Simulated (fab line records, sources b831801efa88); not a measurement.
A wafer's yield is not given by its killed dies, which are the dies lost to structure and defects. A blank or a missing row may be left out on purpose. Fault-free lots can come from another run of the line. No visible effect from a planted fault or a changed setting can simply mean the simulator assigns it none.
fab line records ; flow gf180mcu
[record] lots = 14; wafers = 42; last_day = 34
route steps=602 shown NWELL@44 LVPWELL@65 MVSD@77 DUAL_GATE@154 M1@315 V1@336
lots untouched by any fault: they come from a run of this same line in which no faults occurred
start_h: hours from the record's opening day to when the first of the lot's shown wafers began ; wait_h: hours since the lot's step before ; " as in the row above ; L1.1+2: a row that stands for several wafers ; - no value, or no start was given ; * or withheld: withheld ; < > ~ a bound
route shown NAME@n: names a module that has steps shown in the file, with the first one's number in the route ; usual: average and standard deviation across the fault-free wafers ; same: alike in all rows ; chamber/n: place in a boat ; sites: per-site readings ; _std_site: standard deviation across them ; _edge_site: the outer-site mean with the inner-site mean subtracted ; radius_mm: for every site, how far away it sits from the centre of the wafer ; mask NAME#n: copy n ; behind: the last tool/chamber to shape the wafer ; hold: cause of the lot's hold/its duration in hours/its outcome ; device: the transistor (n, p or np) that didn't switch ; end of line: the tests these same wafers got at the end of their route ; a step given without rows: its recipe and nothing more ; killed: dies lost to structure and defects at the first sort, not the wafer's yield ; map: dies across one wafer; x = killed, . = not, _ = none there
set.NAME: setting as actually run; set.NAME@STEP: the setting as run at that earlier step ; model.NAME: the simulator's own value behind a step, which no gauge read
steps of the route over a sample of lots; a table a step, a row a wafer
services: when a tool's chamber went out of use (start_h, in hours from the record's first day, below 0 if earlier), for how many hours, and the reason
[[steps]]
[step GF_NWELL_COAT_02]
[recipe] spin_rpm = 2000; resist_thk_nm = 3000
[usual] chill_plate_temp_C = 23.03/0.11; dispense_pressure_kPa = 45/4.9; resist_line_temp_C = 22.99/0.1
lot.wafer;tool;chamber;start_h;wait_h;chill_plate_temp_C;dispense_pressure_kPa;resist_line_temp_C
L251.1;litho_track-01;0;48.15;0.1;23.10;42;22.84
L251.2;litho_track-01;0;48.15;0.1;23.09;42;23.06
L251.6;litho_track-01;0;48.15;0.1;23.09;42;23.02
L252.1;litho_track-01;0;54.20;0.1;23.05;42;22.87
L252.2;litho_track-01;0;54.20;0.1;23.09;42;22.92
L252.4;litho_track-01;0;54.20;0.1;22.93;42;22.93
L254.1;litho_track-03;0;66.38;0.1;22.91;42;22.96
L254.2;litho_track-03;0;66.38;0.1;22.91;42;23.01
L254.3;litho_track-03;0;66.38;0.1;22.78;42;22.97
L255.4;litho_track-01;0;74.97;0.1;22.96;42;23.02
L255.5;litho_track-01;0;74.97;0.1;22.96;42;23.13
L255.6;litho_track-01;0;74.97;0.1;23.06;42;23.10
L256.1;litho_track-02;0;80.37;0.1;23.04;53;23.02
L256.4;litho_track-02;0;80.37;0.1;22.99;53;23.03
L256.5;litho_track-02;0;80.37;0.1;23.01;53;23.04
L258.2;litho_track-01;-;87.77;0.1;-;-;-
L258.3;litho_track-01;-;87.77;0.1;-;-;-
L258.4;litho_track-01;-;87.77;0.1;-;-;-
L259.1;litho_track-01;-;95.00;0.1;-;-;-
L259.3;litho_track-01;-;95.00;0.1;-;-;-
L259.6;litho_track-01;-;95.00;0.1;-;-;-
L261.2;litho_track-01;0;103.92;0.1;23.04;42;23.04
L261.5;litho_track-01;0;103.92;0.1;23.02;42;23.02
L261.6;litho_track-01;0;103.92;0.1;23.00;42;22.96
L265.3;litho_track-01;0;123.50;0.1;23.00;42;22.97
L265.4;litho_track-01;0;123.50;0.1;23.04;42;23.15
L265.6;litho_track-01;0;123.50;0.1;23.00;42;22.89
L267.2;litho_track-01;0;134.17;0.1;23.09;42;22.81
L267.5;litho_track-01;0;134.17;0.1;23.02;42;22.95
L267.6;litho_track-01;0;134.17;0.1;22.85;42;22.82
L268.1;litho_track-02;0;140.31;0.1;23.01;53;23.03
L268.4;litho_track-02;0;140.31;0.1;23.23;53;22.91
L268.5;litho_track-02;0;140.31;0.1;23.13;53;22.99
L269.3;litho_track-01;0;144.30;0.1;23.15;42;23.13
L269.5;litho_track-01;0;144.30;0.1;22.87;42;23.10
L269.6;litho_track-01;0;144.30;0.1;23.09;42;22.78
L270.2;litho_track-01;0;149.32;0.1;22.96;42;23.05
L270.3;litho_track-01;0;149.32;0.1;23.00;42;23.07
L270.5;litho_track-01;0;149.32;0.1;23.03;42;23.06
L273.3;litho_track-03;0;166.73;0.1;22.99;42;23.12
L273.4;litho_track-03;0;166.73;0.1;22.92;42;22.90
L273.6;litho_track-03;0;166.73;0.1;22.89;42;22.92
[step GF_NWELL_OVL_MEAS_07]
[usual] NWELL_OVL = -0.4/1.4
lot.wafer;tool;chamber;start_h;wait_h;NWELL_OVL[nm]
L251.1;overlay-02;-;54.88;-;2.6
L251.2;overlay-02;-;54.88;-;-0.3
L251.6;overlay-02;-;54.88;-;0.4
L252.1;overlay-02;-;60.53;-;-1.0
L252.2;overlay-02;-;60.53;-;-1.2
L252.4;overlay-02;-;60.53;-;1.5
L254.1;overlay-01;-;73.40;-;1.1
L254.2;overlay-01;-;73.40;-;-0.2
L254.3;overlay-01;-;73.40;-;-0.2
L255.4;overlay-01;-;82.32;-;-1.5
L255.5;overlay-01;-;82.32;-;-2.3
L255.6;overlay-01;-;82.32;-;0.0
L256.1;overlay-02;-;87.07;-;0.6
L256.4;overlay-02;-;87.07;-;-2.2
L256.5;overlay-02;-;87.07;-;-1.0
L258.2;overlay-01;-;95.39;-;-
L258.3;overlay-01;-;95.39;-;-
L258.4;overlay-01;-;95.39;-;-
L259.1;overlay-02;-;102.40;-;-
L259.3;overlay-02;-;102.40;-;-
L259.6;overlay-02;-;102.40;-;-
L261.2;overlay-01;-;111.74;-;0.9
L261.5;overlay-01;-;111.74;-;0.8
L261.6;overlay-01;-;111.74;-;1.3
L265.3;overlay-01;-;131.24;-;0.6
L265.4;overlay-01;-;131.24;-;0.7
L265.6;overlay-01;-;131.24;-;-0.1
L267.2;overlay-01;-;142.30;-;-1.7
L267.5;overlay-01;-;142.30;-;0.7
L267.6;overlay-01;-;142.30;-;0.8
L268.1;overlay-02;-;147.88;-;-3.8
L268.4;overlay-02;-;147.88;-;-1.9
L268.5;overlay-02;-;147.88;-;-1.2
L269.3;overlay-01;-;152.14;-;0.2
L269.5;overlay-01;-;152.14;-;0.2
L269.6;overlay-01;-;152.14;-;-2.2
L270.2;overlay-02;-;157.00;-;-0.3
L270.3;overlay-02;-;157.00;-;-1.0
L270.5;overlay-02;-;157.00;-;-1.1
L273.3;overlay-01;-;175.56;-;1.5
L273.4;overlay-01;-;175.56;-;-0.5
L273.6;overlay-01;-;175.56;-;-1.4
[step GF_LVPWELL_TW_MEAS_11]
[usual] LVPWELL_TW = 557/4.6
lot.wafer;tool;chamber;start_h;wait_h;LVPWELL_TW
L251.1;film_metro-02;-;68.41;0.1;562
L251.2;film_metro-02;-;68.41;0.1;561
L251.6;film_metro-02;-;68.41;0.1;562
L252.1;film_metro-04;-;74.66;0.1;547
L252.2;film_metro-04;-;74.66;0.1;550
L252.4;film_metro-04;-;74.66;0.1;550
L254.1;film_metro-04;-;87.17;0.1;551
L254.2;film_metro-04;-;87.17;0.1;548
L254.3;film_metro-04;-;87.17;0.1;551
L255.4;film_metro-04;-;97.06;0.1;554
L255.5;film_metro-04;-;97.06;0.1;552
L255.6;film_metro-04;-;97.06;0.1;553
L256.1;film_metro-04;-;101.86;0.1;551
L256.4;film_metro-04;-;101.86;0.1;551
L256.5;film_metro-04;-;101.86;0.1;552
L258.2;film_metro-02;-;110.39;0.1;1598
L258.3;film_metro-02;-;110.39;0.1;1609
L258.4;film_metro-02;-;110.39;0.1;1590
L259.1;film_metro-04;-;117.33;0.1;1568
L259.3;film_metro-04;-;117.33;0.1;1567
L259.6;film_metro-04;-;117.33;0.1;1570
L261.2;film_metro-04;-;127.37;0.1;555
L261.5;film_metro-04;-;127.37;0.1;553
L261.6;film_metro-04;-;127.37;0.1;550
L265.3;film_metro-01;-;147.16;0.1;559
L265.4;film_metro-01;-;147.16;0.1;563
L265.6;film_metro-01;-;147.16;0.1;563
L267.2;film_metro-02;-;158.42;0.1;558
L267.5;film_metro-02;-;158.42;0.1;560
L267.6;film_metro-02;-;158.42;0.1;559
L268.1;film_metro-02;-;164.45;0.1;559
L268.4;film_metro-02;-;164.45;0.1;560
L268.5;film_metro-02;-;164.45;0.1;561
L269.3;film_metro-02;-;168.68;0.1;560
L269.5;film_metro-02;-;168.68;0.1;556
L269.6;film_metro-02;-;168.68;0.1;560
L270.2;film_metro-02;-;174.07;0.1;557
L270.3;film_metro-02;-;174.07;0.1;558
L270.5;film_metro-02;-;174.07;0.1;559
L273.3;film_metro-04;-;192.82;0.1;553
L273.4;film_metro-04;-;192.82;0.1;553
L273.6;film_metro-04;-;192.82;0.1;553
[step GF_MVSD_TW_MEAS_11]
[usual] MVSD_TW = 1572/12
lot.wafer;tool;chamber;start_h;wait_h;MVSD_TW
L251.1;film_metro-04;-;82.02;0.1;1548
L251.2;film_metro-04;-;82.02;0.1;1547
L251.6;film_metro-04;-;82.02;0.1;1549
L252.1;film_metro-04;-;88.66;0.1;1556
L252.2;film_metro-04;-;88.66;0.1;1551
L252.4;film_metro-04;-;88.66;0.1;1550
L254.1;film_metro-02;-;101.53;0.1;1575
L254.2;film_metro-02;-;101.53;0.1;1586
L254.3;film_metro-02;-;101.53;0.1;1578
L255.4;film_metro-04;-;112.04;0.1;1555
L255.5;film_metro-04;-;112.04;0.1;1556
L255.6;film_metro-04;-;112.04;0.1;1564
L256.1;film_metro-04;-;116.76;0.1;1557
L256.4;film_metro-04;-;116.76;0.1;1562
L256.5;film_metro-04;-;116.76;0.1;1558
L258.2;film_metro-02;-;125.02;0.1;1980
L258.3;film_metro-02;-;125.02;0.1;1988
L258.4;film_metro-02;-;125.02;0.1;1986
L259.1;film_metro-01;-;132.53;0.1;1955
L259.3;film_metro-01;-;132.53;0.1;1961
L259.6;film_metro-01;-;132.53;0.1;1958
L261.2;film_metro-01;-;143.09;0.1;1565
L261.5;film_metro-01;-;143.09;0.1;1565
L261.6;film_metro-01;-;143.09;0.1;1563
L265.3;film_metro-04;-;162.80;0.1;1556
L265.4;film_metro-04;-;162.80;0.1;1565
L265.6;film_metro-04;-;162.80;0.1;1560
L267.2;film_metro-04;-;175.37;0.1;1555
L267.5;film_metro-04;-;175.37;0.1;1559
L267.6;film_metro-04;-;175.37;0.1;1557
L268.1;film_metro-01;-;181.80;0.2;1570
L268.4;film_metro-01;-;181.80;0.2;1581
L268.5;film_metro-01;-;181.80;0.2;1579
L269.3;film_metro-02;-;185.80;0.1;1580
L269.5;film_metro-02;-;185.80;0.1;1576
L269.6;film_metro-02;-;185.80;0.1;1583
L270.2;film_metro-04;-;190.89;0.1;1558
L270.3;film_metro-04;-;190.89;0.1;1566
L270.5;film_metro-04;-;190.89;0.1;1564
L273.3;film_metro-02;-;210.45;0.1;1578
L273.4;film_metro-02;-;210.45;0.1;1577
L273.6;film_metro-02;-;210.45;0.1;1580
[step GF_DUAL_GATE_STRIP_13]
[recipe] chemistry = O2/N2; power_w = 1400; pressure_mtorr = 1500; platen_temp_c = 250; o2_flow_sccm = 3000; n2_flow_sccm = 300; overash_fraction = 0.5
[usual] chamber_pressure_mTorr = 1499.9/1.4; drypump_motor_current_A = 5.7/0.5; heater_power_w = 335/38; oes_product_au = 0.716/0.0046; strip_time_to_endpoint_s = 12.62/0.038
[same] overash_fraction = 0.5
lot.wafer;tool;chamber;start_h;wait_h;chamber_pressure_mTorr;drypump_motor_current_A;heater_power_w;oes_product_au;rf_hours_counter_h;strip_time_to_endpoint_s
L251.1;plasma_asher-03;0;176.18;0.0;1498.7;5.4;363;0.714;5;12.58
L251.2;plasma_asher-03;1;176.18;0.0;1500.2;5.7;309;0.716;5;12.56
L251.6;plasma_asher-03;0;176.18;0.0;1503.2;5.4;358;0.716;-;12.61
L252.1;plasma_asher-01;0;182.61;0.0;1498.5;5.0;273;0.721;55;12.55
L252.2;plasma_asher-01;1;182.61;0.0;1500.3;6.0;306;0.711;55;12.63
L252.4;plasma_asher-01;1;182.61;0.0;1498.6;6.0;307;0.717;-;12.60
L254.1;plasma_asher-04;0;198.63;0.0;1499.2;6.5;374;0.720;56;12.65
L254.2;plasma_asher-04;1;198.63;0.0;1501.3;5.5;353;0.720;56;12.65
L254.3;plasma_asher-04;1;198.63;0.0;1499.5;5.5;361;0.711;-;12.66
L255.4;plasma_asher-03;1;211.73;0.0;1496.9;5.7;306;0.715;-;12.61
L255.5;plasma_asher-03;1;211.73;0.0;1500.5;5.7;306;0.714;-;12.61
L255.6;plasma_asher-03;0;211.73;0.0;1500.3;5.4;349;0.717;-;12.58
L256.1;plasma_asher-01;0;215.51;0.0;1499.9;4.9;270;0.714;59;12.70
L256.4;plasma_asher-01;1;215.51;0.0;1500.4;6.0;303;0.715;-;12.65
L256.5;plasma_asher-01;1;215.51;0.0;1500.7;6.0;310;0.718;-;12.66
L258.2;plasma_asher-04;0;225.96;0.0;1501.2;6.5;393;0.712;60;12.70
L258.3;plasma_asher-04;0;225.96;0.0;1497.4;6.5;380;0.722;-;12.69
L258.4;plasma_asher-04;1;225.96;0.0;1500.8;5.5;370;0.719;-;12.69
L259.1;plasma_asher-01;0;235.81;0.0;1501.0;5.0;276;0.724;61;12.64
L259.3;plasma_asher-01;1;235.81;0.0;1500.3;6.1;314;0.709;-;12.62
L259.6;plasma_asher-01;1;235.81;0.0;1498.8;6.0;309;0.710;-;12.62
L261.2;plasma_asher-04;1;249.08;0.0;1497.8;5.5;352;0.716;62;12.67
L261.5;plasma_asher-04;1;249.08;0.0;1500.6;5.5;360;0.716;-;12.65
L261.6;plasma_asher-04;0;249.08;0.0;1500.2;6.5;382;0.711;-;12.62
L265.3;plasma_asher-04;1;271.94;0.0;1499.0;5.5;360;0.715;-;12.56
L265.4;plasma_asher-04;0;271.94;0.0;1501.8;6.5;380;0.724;-;12.50
L265.6;plasma_asher-04;0;271.94;0.0;1501.2;6.5;373;0.716;-;12.58
L267.2;plasma_asher-04;0;288.06;0.0;1499.7;6.5;380;0.720;66;12.62
L267.5;plasma_asher-04;0;288.06;0.0;1500.4;6.5;393;0.714;-;12.63
L267.6;plasma_asher-04;1;288.06;0.0;1498.2;5.5;345;0.721;-;12.63
L268.1;plasma_asher-04;0;298.01;0.0;1500.5;6.5;378;0.717;67;12.66
L268.4;plasma_asher-04;1;298.01;0.0;1500.9;5.5;358;0.720;-;12.64
L268.5;plasma_asher-04;0;298.01;0.0;1500.1;6.5;386;0.710;-;12.62
L269.3;plasma_asher-04;0;302.40;0.0;1500.7;6.5;375;0.726;-;12.61
L269.5;plasma_asher-04;1;302.40;0.0;1498.5;5.5;342;0.712;-;12.59
L269.6;plasma_asher-04;0;302.40;0.0;1499.1;6.5;380;0.717;-;12.62
L270.2;plasma_asher-03;0;307.58;0.0;1499.8;5.5;353;0.728;18;12.62
L270.3;plasma_asher-03;1;307.58;0.0;1499.2;5.7;312;0.715;-;12.62
L270.5;plasma_asher-03;0;307.58;0.0;1502.2;5.4;360;0.714;-;12.60
L273.3;plasma_asher-04;0;326.97;0.0;1500.6;6.5;382;0.714;-;12.57
L273.4;plasma_asher-04;1;326.97;0.0;1499.6;5.5;362;0.716;-;12.57
L273.6;plasma_asher-04;1;326.97;0.0;1501.1;5.5;359;0.720;-;12.55
[step GF_M1_SPUTTER_00]
[recipe] material = Ti; target_thk_nm = 37.5; arriving_ion_energy_ev = 80; substrate_temp_c = 200; chamber_pressure_pa = 2; power_w = 4000; time_s = 150
[usual] throttle_valve_pct = 30.3/0.82
lot.wafer;tool;chamber;start_h;wait_h;throttle_valve_pct
L251.1;pvd_sputter-03;-;362.92;0.2;29.8
L251.2;pvd_sputter-03;-;362.92;0.2;30.3
L251.6;pvd_sputter-03;-;362.92;0.2;30.1
L252.1;pvd_sputter-04;-;370.68;0.1;30.7
L252.2;pvd_sputter-04;-;370.68;0.1;31.8
L252.4;pvd_sputter-04;-;370.68;0.1;30.6
L254.1;pvd_sputter-04;-;389.09;0.1;31.9
L254.2;pvd_sputter-04;-;389.09;0.1;30.5
L254.3;pvd_sputter-04;-;389.09;0.1;30.8
L255.4;pvd_sputter-02;-;407.58;0.2;29.6
L255.5;pvd_sputter-02;-;407.58;0.2;29.6
L255.6;pvd_sputter-02;-;407.58;0.2;29.1
L256.1;pvd_sputter-04;-;413.82;0.2;30.6
L256.4;pvd_sputter-04;-;413.82;0.2;30.9
L256.5;pvd_sputter-04;-;413.82;0.2;30.8
L258.2;pvd_sputter-02;-;427.82;0.2;29.9
L258.3;pvd_sputter-02;-;427.82;0.2;29.5
L258.4;pvd_sputter-02;-;427.82;0.2;30.3
L259.1;pvd_sputter-04;-;438.33;0.1;31.0
L259.3;pvd_sputter-04;-;438.33;0.1;30.7
L259.6;pvd_sputter-04;-;438.33;0.1;30.8
L261.2;pvd_sputter-04;-;464.03;0.2;30.9
L261.5;pvd_sputter-04;-;464.03;0.2;30.7
L261.6;pvd_sputter-04;-;464.03;0.2;30.8
L265.3;pvd_sputter-02;-;485.70;0.1;29.0
L265.4;pvd_sputter-02;-;485.70;0.1;30.4
L265.6;pvd_sputter-02;-;485.70;0.1;29.1
L267.2;pvd_sputter-04;-;506.81;0.1;32.1
L267.5;pvd_sputter-04;-;506.81;0.1;31.1
L267.6;pvd_sputter-04;-;506.81;0.1;32.1
L268.1;pvd_sputter-02;-;515.46;0.2;30.3
L268.4;pvd_sputter-02;-;515.46;0.2;29.4
L268.5;pvd_sputter-02;-;515.46;0.2;29.3
L269.3;pvd_sputter-03;-;521.83;0.1;30.2
L269.5;pvd_sputter-03;-;521.83;0.1;29.5
L269.6;pvd_sputter-03;-;521.83;0.1;29.8
L270.2;pvd_sputter-03;-;528.36;0.1;29.5
L270.3;pvd_sputter-03;-;528.36;0.1;30.3
L270.5;pvd_sputter-03;-;528.36;0.1;29.6
L273.3;pvd_sputter-03;-;549.44;0.1;30.0
L273.4;pvd_sputter-03;-;549.44;0.1;30.1
L273.6;pvd_sputter-03;-;549.44;0.1;29.3
[step GF_V1_THK_MEAS_01]
[recipe] reads = SiO2_of_V1_CVD_00
[usual] V1_CVD_00_THK = 600/6.2
lot.wafer;tool;chamber;start_h;wait_h;V1_CVD_00_THK[nm]
L251.1;film_metro-01;-;385.99;0.0;602
L251.2;film_metro-01;-;385.99;0.0;606
L251.6;film_metro-01;-;385.99;0.0;614
L252.1;film_metro-03;-;394.48;0.0;609
L252.2;film_metro-03;-;394.48;0.0;605
L252.4;film_metro-03;-;394.48;0.0;602
L254.1;film_metro-03;-;413.46;0.0;591
L254.2;film_metro-03;-;413.46;0.0;591
L254.3;film_metro-03;-;413.46;0.0;585
L255.4;film_metro-04;-;432.53;0.1;604
L255.5;film_metro-04;-;432.53;0.1;598
L255.6;film_metro-04;-;432.53;0.1;599
L256.1;film_metro-03;-;439.01;0.0;591
L256.4;film_metro-03;-;439.01;0.0;602
L256.5;film_metro-03;-;439.01;0.0;593
L258.2;film_metro-03;-;453.61;0.0;604
L258.3;film_metro-03;-;453.61;0.0;603
L258.4;film_metro-03;-;453.61;0.0;608
L259.1;film_metro-03;-;463.82;0.0;591
L259.3;film_metro-03;-;463.82;0.0;602
L259.6;film_metro-03;-;463.82;0.0;592
L261.2;film_metro-04;-;489.57;0.0;601
L261.5;film_metro-04;-;489.57;0.0;595
L261.6;film_metro-04;-;489.57;0.0;608
L265.3;film_metro-04;-;510.58;0.1;597
L265.4;film_metro-04;-;510.58;0.1;604
L265.6;film_metro-04;-;510.58;0.1;596
L267.2;film_metro-01;-;530.44;0.0;593
L267.5;film_metro-01;-;530.44;0.0;590
L267.6;film_metro-01;-;530.44;0.0;603
L268.1;film_metro-01;-;539.11;0.0;606
L268.4;film_metro-01;-;539.11;0.0;604
L268.5;film_metro-01;-;539.11;0.0;595
L269.3;film_metro-04;-;545.60;0.1;597
L269.5;film_metro-04;-;545.60;0.1;597
L269.6;film_metro-04;-;545.60;0.1;602
L270.2;film_metro-01;-;551.62;0.0;604
L270.3;film_metro-01;-;551.62;0.0;602
L270.5;film_metro-01;-;551.62;0.0;600
L273.3;film_metro-03;-;572.66;0.1;591
L273.4;film_metro-03;-;572.66;0.1;601
L273.6;film_metro-03;-;572.66;0.1;604
[[services]]
tool;chamber;start_h;hours;kind
plasma_asher-01;-;32.71;3.1;repair
pvd_sputter-04;-;44.53;3.4;repair
pvd_sputter-04;-;78.57;3.8;repair
plasma_asher-03;-;108.80;9.0;pm
plasma_asher-03;-;118.79;15.6;pm
plasma_asher-01;-;148.85;8.4;repair
pvd_sputter-04;-;194.05;2.2;repair
plasma_asher-03;-;200.73;4.5;repair
pvd_sputter-02;-;219.17;3.4;repair
pvd_sputter-04;-;221.22;1.0;repair
plasma_asher-01;-;247.56;0.7;repair
pvd_sputter-02;-;280.97;1.7;repair
plasma_asher-04;-;291.85;4.3;pm
pvd_sputter-03;-;301.32;4.5;repair
pvd_sputter-04;-;312.23;1.7;repair
plasma_asher-01;-;328.43;2.8;pm
pvd_sputter-02;-;343.77;2.7;repair
pvd_sputter-04;-;392.12;0.5;repair
plasma_asher-04;-;421.25;9.0;pm
plasma_asher-04;0;421.25;9.0;vent_cycle
plasma_asher-04;1;421.25;9.0;vent_cycle
pvd_sputter-03;-;446.09;1.4;repair
pvd_sputter-03;-;468.45;3.9;repair
plasma_asher-04;-;499.36;1.5;repair
[[key]]
[first_sign] step = GF_NWELL_COAT_02; reading = tool_record; direction = missing
[effect] step = GF_NWELL_OVL_MEAS_07; reading = NWELL_OVL; direction = missing
[effect] step = GF_LVPWELL_TW_MEAS_11; reading = LVPWELL_TW; direction = up; sigmas = 99+; usual = 557; struck = 1584
[effect] step = GF_MVSD_TW_MEAS_11; reading = MVSD_TW; direction = up; sigmas = 33; usual = 1572; struck = 1971
met_at GF_NWELL_COAT_02
struck_lots L258,L259
sort_left_out L258.2,L258.3,L258.4,L259.1,L259.3,L259.6
tester_left_out L258,L259
not_acting_at GF_DUAL_GATE_STRIP_13,GF_M1_SPUTTER_00,GF_V1_THK_MEAS_01
onset_between 74.97 87.77
[fault] kind = skipped_step_whole; tool = litho_track-01; chamber = -; onset_h = 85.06; steps = GF_NWELL_COAT_02; scope = struck_lots_only
// tester_left_out: of these lots the tester's yield and bins aren't shown, on N5 and GAA mostly nor the transistor test; their killed dies are dies lost to structure and defects alone, not to doping, threshold or leakage, so they don't give the yield
// sort_left_out: the simulated sort isn't trusted on such a fault, so these wafers' sort isn't shown, and their yield isn't known
